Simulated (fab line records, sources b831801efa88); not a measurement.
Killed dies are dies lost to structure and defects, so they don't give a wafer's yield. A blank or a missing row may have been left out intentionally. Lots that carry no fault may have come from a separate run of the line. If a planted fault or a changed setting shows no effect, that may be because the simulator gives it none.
Split-lot trial || flow sky130 || on a route of 708 steps: 5 lots, 23 wafers read

THE SPLIT
At SKY_RES_XHIGH_COAT_02 (resist thk 1140 nm), the setting spin_rpm was moved away from the recipe's 3000 rpm on 4 of the 23 wafers read, by -3.3% to +5.2%. This setting was run at the recipe's value on the other wafers.

The split's own step is where the reading is taken.

THE READING
NOVOLAK_of_RES_XHIGH_COAT_02.thk_nm (the simulator's own value, which no gauge read), in nm, at SKY_RES_XHIGH_COAT_02 (resist thk 1140 nm). The file does not state a usual value for it. Here, 19 wafers ran the recipe; their average is 1140 nm with a standard deviation of 3.3 nm.

{"wafer": "L074.1", "tool, chamber at the split": "litho_track-01, 0", "spin_rpm as run, rpm": 3000, "against the recipe": "recipe", "NOVOLAK_of_RES_XHIGH_COAT_02.thk_nm, nm": 1141, "against lot-mates on the recipe": "-"}
{"wafer": "L074.2", "tool, chamber at the split": "litho_track-01, 0", "spin_rpm as run, rpm": 3000, "against the recipe": "recipe", "NOVOLAK_of_RES_XHIGH_COAT_02.thk_nm, nm": 1139, "against lot-mates on the recipe": "-"}
{"wafer": "L074.4", "tool, chamber at the split": "litho_track-01, 0", "spin_rpm as run, rpm": 3000, "against the recipe": "recipe", "NOVOLAK_of_RES_XHIGH_COAT_02.thk_nm, nm": 1137, "against lot-mates on the recipe": "-"}
{"wafer": "L074.5", "tool, chamber at the split": "litho_track-01, 0", "spin_rpm as run, rpm": 3157, "against the recipe": "+5.2%", "NOVOLAK_of_RES_XHIGH_COAT_02.thk_nm, nm": 1110, "against lot-mates on the recipe": -29}
{"wafer": "L074.6", "tool, chamber at the split": "litho_track-01, 0", "spin_rpm as run, rpm": 3157, "against the recipe": "+5.2%", "NOVOLAK_of_RES_XHIGH_COAT_02.thk_nm, nm": 1112, "against lot-mates on the recipe": -27}
{"wafer": "L078.1", "tool, chamber at the split": "litho_track-01, 0", "spin_rpm as run, rpm": 3000, "against the recipe": "recipe", "NOVOLAK_of_RES_XHIGH_COAT_02.thk_nm, nm": 1135, "against lot-mates on the recipe": "-"}
{"wafer": "L078.2", "tool, chamber at the split": "litho_track-01, 0", "spin_rpm as run, rpm": 3000, "against the recipe": "recipe", "NOVOLAK_of_RES_XHIGH_COAT_02.thk_nm, nm": 1141, "against lot-mates on the recipe": "-"}
{"wafer": "L078.3", "tool, chamber at the split": "litho_track-01, 0", "spin_rpm as run, rpm": 3000, "against the recipe": "recipe", "NOVOLAK_of_RES_XHIGH_COAT_02.thk_nm, nm": 1139, "against lot-mates on the recipe": "-"}
{"wafer": "L078.5", "tool, chamber at the split": "litho_track-01, 0", "spin_rpm as run, rpm": 3000, "against the recipe": "recipe", "NOVOLAK_of_RES_XHIGH_COAT_02.thk_nm, nm": 1136, "against lot-mates on the recipe": "-"}
{"wafer": "L078.6", "tool, chamber at the split": "litho_track-01, 0", "spin_rpm as run, rpm": 3000, "against the recipe": "recipe", "NOVOLAK_of_RES_XHIGH_COAT_02.thk_nm, nm": 1140, "against lot-mates on the recipe": "-"}
{"wafer": "L079.1", "tool, chamber at the split": "litho_track-01, 0", "spin_rpm as run, rpm": 3000, "against the recipe": "recipe", "NOVOLAK_of_RES_XHIGH_COAT_02.thk_nm, nm": 1142, "against lot-mates on the recipe": "-"}
{"wafer": "L079.4", "tool, chamber at the split": "litho_track-01, 0", "spin_rpm as run, rpm": 3000, "against the recipe": "recipe", "NOVOLAK_of_RES_XHIGH_COAT_02.thk_nm, nm": 1146, "against lot-mates on the recipe": "-"}
{"wafer": "L079.5", "tool, chamber at the split": "litho_track-01, 0", "spin_rpm as run, rpm": 3000, "against the recipe": "recipe", "NOVOLAK_of_RES_XHIGH_COAT_02.thk_nm, nm": 1145, "against lot-mates on the recipe": "-"}
{"wafer": "L080.1", "tool, chamber at the split": "litho_track-02, 0", "spin_rpm as run, rpm": 3000, "against the recipe": "recipe", "NOVOLAK_of_RES_XHIGH_COAT_02.thk_nm, nm": 1142, "against lot-mates on the recipe": "-"}
{"wafer": "L080.2", "tool, chamber at the split": "litho_track-02, 0", "spin_rpm as run, rpm": 3000, "against the recipe": "recipe", "NOVOLAK_of_RES_XHIGH_COAT_02.thk_nm, nm": 1145, "against lot-mates on the recipe": "-"}
{"wafer": "L080.4", "tool, chamber at the split": "litho_track-02, 0", "spin_rpm as run, rpm": 3000, "against the recipe": "recipe", "NOVOLAK_of_RES_XHIGH_COAT_02.thk_nm, nm": 1143, "against lot-mates on the recipe": "-"}
{"wafer": "L080.5", "tool, chamber at the split": "litho_track-02, 0", "spin_rpm as run, rpm": 3000, "against the recipe": "recipe", "NOVOLAK_of_RES_XHIGH_COAT_02.thk_nm, nm": 1140, "against lot-mates on the recipe": "-"}
{"wafer": "L080.6", "tool, chamber at the split": "litho_track-02, 0", "spin_rpm as run, rpm": 3000, "against the recipe": "recipe", "NOVOLAK_of_RES_XHIGH_COAT_02.thk_nm, nm": 1144, "against lot-mates on the recipe": "-"}
{"wafer": "L082.2", "tool, chamber at the split": "litho_track-01, 0", "spin_rpm as run, rpm": 3000, "against the recipe": "recipe", "NOVOLAK_of_RES_XHIGH_COAT_02.thk_nm, nm": 1137, "against lot-mates on the recipe": "-"}
{"wafer": "L082.3", "tool, chamber at the split": "litho_track-01, 0", "spin_rpm as run, rpm": 3000, "against the recipe": "recipe", "NOVOLAK_of_RES_XHIGH_COAT_02.thk_nm, nm": 1139, "against lot-mates on the recipe": "-"}
{"wafer": "L082.4", "tool, chamber at the split": "litho_track-01, 0", "spin_rpm as run, rpm": 2902, "against the recipe": "-3.3%", "NOVOLAK_of_RES_XHIGH_COAT_02.thk_nm, nm": 1155, "against lot-mates on the recipe": "+18"}
{"wafer": "L082.5", "tool, chamber at the split": "litho_track-01, 0", "spin_rpm as run, rpm": 2902, "against the recipe": "-3.3%", "NOVOLAK_of_RES_XHIGH_COAT_02.thk_nm, nm": 1155, "against lot-mates on the recipe": "+18"}
{"wafer": "L082.6", "tool, chamber at the split": "litho_track-01, 0", "spin_rpm as run, rpm": 3000, "against the recipe": "recipe", "NOVOLAK_of_RES_XHIGH_COAT_02.thk_nm, nm": 1135, "against lot-mates on the recipe": "-"}

THE FIT
A straight line over all 23 wafers: NOVOLAK_of_RES_XHIGH_COAT_02.thk_nm changes by -5.27 nm for each +1% of spin_rpm; r = -0.95; the points scatter about the line by 3.3 nm.
The same after taking each lot's own level away (the mean of its wafers on the recipe; 23 wafers): -5.4 nm for each +1%; r = -0.98; scatter 1.8 nm.
On that fit, the largest move of spin_rpm shifts the reading by 28 nm.
The span of the lots' own levels, 1137.0 to 1144.3 nm, comes to 2.2 times the standard deviation stated above.
So the lot-to-lot level changes the slope little: the two slopes agree.
Check: with one of the wafers moved furthest among these (+5.2%) left out of the fit, the line predicts -27.7 nm for it against its lot-mates. It came out at -29 nm against them.

ADDITIONAL SPLITS CARRIED BY THESE WAFERS
These wafers also went through other splits before the reading. Each is held against what the fit with the lots' levels taken away leaves over:
{"other split on the same wafers": "SKY_LDD_HVN_COAT_02 resist_thk_nm", "wafers away from the commonest value": 8, "r with NOVOLAK_of_RES_XHIGH_COAT_02.thk_nm (lot level and that fit taken away)": "+0.00"}
{"other split on the same wafers": "SKY_LDD_HVN_IMPLANT_08 dose_cm2", "wafers away from the commonest value": 11, "r with NOVOLAK_of_RES_XHIGH_COAT_02.thk_nm (lot level and that fit taken away)": -0.06}
{"other split on the same wafers": "SKY_LDD_LDN_IMPLANT_10 energy_kev", "wafers away from the commonest value": 10, "r with NOVOLAK_of_RES_XHIGH_COAT_02.thk_nm (lot level and that fit taken away)": -0.24}
{"other split on the same wafers": "SKY_SD_P_IMPLANT_09 dose_cm2", "wafers away from the commonest value": 10, "r with NOVOLAK_of_RES_XHIGH_COAT_02.thk_nm (lot level and that fit taken away)": "+0.05"}

THE WHOLE CHAIN: every reading that the file lists as answering this split, in the file's order
{"step": "SKY_RES_XHIGH_COAT_02", "what it does": "resist thk 1140 nm", "reading": "NOVOLAK_of_RES_XHIGH_COAT_02.thk_nm (the simulator's own value, which no gauge read)", "change (the file's fit)": "-5.4 nm for each +1% of the setting", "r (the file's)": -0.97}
{"step": "SKY_RES_XHIGH_STRIP_08", "what it does": "strips in O2/N2", "reading": "strip_time_to_endpoint_s", "change (the file's fit)": "withheld for each +1% of the setting", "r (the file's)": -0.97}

FILE'S OWN FIT
NOVOLAK_of_RES_XHIGH_COAT_02.thk_nm changes by -5.4 nm for each +1% of spin_rpm, r = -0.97.
